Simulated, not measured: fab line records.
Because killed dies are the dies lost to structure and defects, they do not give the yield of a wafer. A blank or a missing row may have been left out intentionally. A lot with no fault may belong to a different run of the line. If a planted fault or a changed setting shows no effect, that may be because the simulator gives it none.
Split-lot trial + flow sfqLine + 23 wafers read across 5 lots, on a route 325 steps long

## SPLIT DETAILS
At SFQ_TRILAYER_M3_BARC_OPEN_METAL_ETCH_100 (etches BARC in O2, target depth 125 nm, time 41.7 s), the setting timeS was moved away from the recipe's 41.7 s on 10 of the 23 wafers read, by -11.4% to +12.2%. The other wafers ran this setting at the recipe's value.

The split's own step is where the reading is taken.

## THE READING
KrF_of_TRILAYER_M3_LITHO_COAT_075.thkNm (the simulator's own value, which no gauge read), in nm, at SFQ_TRILAYER_M3_BARC_OPEN_METAL_ETCH_100 (etches BARC in O2, target depth 125 nm, time 41.7 s). The file does not state a usual value for it. Average 523.6 nm, standard deviation 1.2 nm, over the 13 wafers here run with the recipe.

| wafer  | tool, chamber at the split | timeS as run, s | against the recipe | KrF_of_TRILAYER_M3_LITHO_COAT_075.thkNm, nm | against lot-mates on the recipe |
|--------|----------------------------|-----------------|--------------------|---------------------------------------------|---------------------------------|
| L074.1 | rieMetal-03, 1             | 46.79           | +12.2%             | 517.9                                       | -6.2                            |
| L074.2 | rieMetal-03, 0             | 41.7            | recipe             | 524.3                                       | -                               |
| L074.3 | rieMetal-03, 1             | 46.79           | +12.2%             | 517                                         | -7.1                            |
| L074.4 | rieMetal-03, 0             | 41.7            | recipe             | 523.9                                       | -                               |
| L074.6 | rieMetal-03, 0             | 41.7            | recipe             | 524                                         | -                               |
| L075.3 | rieMetal-03, 0             | 41.7            | recipe             | 524.3                                       | -                               |
| L075.4 | rieMetal-03, 1             | 41.7            | recipe             | 522.4                                       | -                               |
| L075.5 | rieMetal-03, 1             | 41.7            | recipe             | 522.2                                       | -                               |
| L076.2 | rieMetal-03, 1             | 36.93           | -11.4%             | 528.3                                       | +3.5                            |
| L076.3 | rieMetal-03, 1             | 36.93           | -11.4%             | 528.5                                       | +3.7                            |
| L076.4 | rieMetal-03, 0             | 41.7            | recipe             | 525.1                                       | -                               |
| L076.5 | rieMetal-03, 0             | 41.7            | recipe             | 525.5                                       | -                               |
| L076.6 | rieMetal-03, 1             | 41.7            | recipe             | 523.9                                       | -                               |
| L077.1 | rieMetal-01, 1             | 41.7            | recipe             | 522.5                                       | -                               |
| L077.3 | rieMetal-01, 1             | 41.7            | recipe             | 522.8                                       | -                               |
| L077.4 | rieMetal-01, 0             | 39.69           | -4.8%              | 524.1                                       | +1.5                            |
| L077.5 | rieMetal-01, 0             | 39.69           | -4.8%              | 522.8                                       | +0.1                            |
| L077.6 | rieMetal-01, 1             | 39.69           | -4.8%              | 527                                         | +4.4                            |
| L083.2 | rieMetal-01, 1             | 45.37           | +8.8%              | 520.1                                       | -2.9                            |
| L083.3 | rieMetal-01, 0             | 45.37           | +8.8%              | 518.5                                       | -4.5                            |
| L083.4 | rieMetal-01, 1             | 45.37           | +8.8%              | 521.2                                       | -1.8                            |
| L083.5 | rieMetal-01, 0             | 41.7            | recipe             | 521.3                                       | -                               |
| L083.6 | rieMetal-01, 1             | 41.7            | recipe             | 524.8                                       | -                               |

THE FIT
A straight line over all 23 wafers: KrF_of_TRILAYER_M3_LITHO_COAT_075.thkNm changes by -0.428 nm for each +1% of timeS; r = -0.90; the points scatter about the line by 1.3 nm.
The same after taking each lot's own level away (the mean of its wafers on the recipe; 23 wafers): -0.408 nm for each +1%; r = -0.90; scatter 1.2 nm.
On that fit, the largest move of timeS shifts the reading by 5 nm.
The lots' own levels span 522.65 to 524.83 nm, that is 1.8 times the standard deviation above.
Consequently the slope shifts little with the lot-to-lot level, the two slopes agreeing.
Check: for one of the wafers moved furthest among these (+12.2%), held out of the fit, the line's prediction against its lot-mates is -4.9 nm. It came out at -6.17 nm against them.

## OTHER SPLITS APPLIED TO THESE WAFERS
Note: prior to the reading, these wafers also went through further splits. Each is held against what the fit with the lots' levels taken away leaves over:
| other split on the same wafers                   | wafers away from the commonest value | r with KrF_of_TRILAYER_M3_LITHO_COAT_075.thkNm (lot level and that fit taken away) |
|--------------------------------------------------|--------------------------------------|------------------------------------------------------------------------------------|
| SFQ_TRILAYER_I2_VIA_BARC_OPEN_VIA_ETCH_096 biasW | 5                                    | +0.04                                                                              |

## THE FILE'S OWN FIT
KrF_of_TRILAYER_M3_LITHO_COAT_075.thkNm changes by -0.42 nm for each +1% of timeS, r = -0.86.
